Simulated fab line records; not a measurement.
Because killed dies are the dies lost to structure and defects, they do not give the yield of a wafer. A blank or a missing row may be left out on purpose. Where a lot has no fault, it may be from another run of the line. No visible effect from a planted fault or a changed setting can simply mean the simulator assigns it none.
Which tool is to blame? :: flow sky130 :: 6 lots (18 wafers sampled), 1 step of a 708-step route

== WHAT THE GAUGES SHOWED, per wafer ==
SKY_CAP2M_RS_MEAS_03: measurement is done with a four-point probe.
lot: L260
measured: day 40 06:20
on: film metro-01
CAP2M_TIN_RS (ohm/sq): 6.76 6.84 6.73

lot: L262
measured: day 41 01:55
on: film metro-01
CAP2M_TIN_RS (ohm/sq): 6.88 6.88 6.94

lot: L266
measured: day 42 03:52
on: film metro-03
CAP2M_TIN_RS (ohm/sq): 6.78 6.91 6.90

lot: L271
measured: day 43 13:58
on: film metro-01
CAP2M_TIN_RS (ohm/sq): 6.93 7.05 7.01

lot: L273
measured: day 44 01:04
on: film metro-02
CAP2M_TIN_RS (ohm/sq): 6.85 6.91 6.87

lot: L275
measured: day 44 20:07
on: film metro-03
CAP2M_TIN_RS (ohm/sq): 6.76 6.77 6.69

== WHICH TOOL RAN EACH LOT (tool, then ch and the chambers of the sampled wafers, then the start) ==
No process step before these readings appears in the record.

== THE ANSWER, worked out from the rows above alone ==
Rule: the lots themselves supply what counts as usual. The widest of any qualifying gaps counts: lots, ordered by their means at a reading, are off when they make up no more than a third of the lots, leave a main group of 4 or more, and stand apart from it by 3 or more times the standard deviation of that group's means. Not used: any main group whose means are identical at the precision the tables above print for the reading. A lot without any number at a reading at which 4 lots or more have one is off too. Any other lot the step has rows for is counted as sound.
No lot is off on any of the readings shown, so nothing can be concluded from this.

== WHAT THE SIMULATOR HAD INSERTED ==
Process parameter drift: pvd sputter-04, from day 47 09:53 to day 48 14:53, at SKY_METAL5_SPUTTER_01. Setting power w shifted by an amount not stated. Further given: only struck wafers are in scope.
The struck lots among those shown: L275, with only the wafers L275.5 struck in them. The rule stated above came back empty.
